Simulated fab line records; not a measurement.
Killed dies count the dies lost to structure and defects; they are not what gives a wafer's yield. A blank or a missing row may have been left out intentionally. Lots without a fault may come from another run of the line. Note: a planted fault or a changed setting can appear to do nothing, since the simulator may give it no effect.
One fault through the eyes of 2 desks -- flow sky130 -- what lay behind the numbers comes last; until then each desk has only its own

## TOOL OWNER'S DESK, rieDiel-04
The tool's own readings at SKY_METAL4_ETCH_17 (etches SiO2 in C4F8/O2/Ar, stops on TiN, time 3.9 s, target depth 15 nm): means of the sampled wafers that have a number, for each lot that ran on this tool. Marked OUT: a lot whose mean sits more than 4 standard deviations from the usual mean, which makes it out of limits; the brackets give that distance.
Columns: A = oesProductAu at SKY_METAL4_ETCH_17, usual 0.756 a.u.
lot,first seen here,A
L608,day 42 17:26,0.749
L612,day 43 20:59,0.756
L613,day 44 07:20,0.755
L617,day 45 01:26,0.750
Result from this desk: across the 4 lots, nothing is out of limits.

## AT THE METROLOGY DESK
Lot by lot, what the gauges showed, no matter which tool ran the lot: averages of those sampled wafers that carry a number. Marked OUT: a lot whose mean sits more than 4 standard deviations from the usual mean, which makes it out of limits; the brackets give that distance.
Columns: A = METAL2_ALCU_RS at SKY_METAL2_RS_MEAS_05, usual 0.1270 ohm/sq; B = METAL2_ALCU_THK at SKY_METAL2_THK_MEAS_06, usual 248 nm
lot,first seen here,A,B
L605,day 33 22:53,0.1246,254
L607,day 34 12:46,0.1275,247
L606,day 34 14:37,0.1269,248
L608,day 35 01:26,0.1264,250
L609,day 35 04:52,0.1271,247
L611,day 36 04:15,0.1284,242
L612,day 36 09:53,0.1254,249
L613,day 36 21:19,0.1281,247
L617,day 37 18:41,0.1278,248
L618,day 38 06:11,0.1258,252
L622,day 39 11:02,0.1249,252
L626,day 40 15:38,0.1257,250
Result from this desk: across the 12 lots, nothing is out of limits.

## PUT TOGETHER
The tool owner's desk saw nothing out of limits.
From the metrology desk's view, nothing was out of limits.

## WHAT THE SIMULATOR PUT IN
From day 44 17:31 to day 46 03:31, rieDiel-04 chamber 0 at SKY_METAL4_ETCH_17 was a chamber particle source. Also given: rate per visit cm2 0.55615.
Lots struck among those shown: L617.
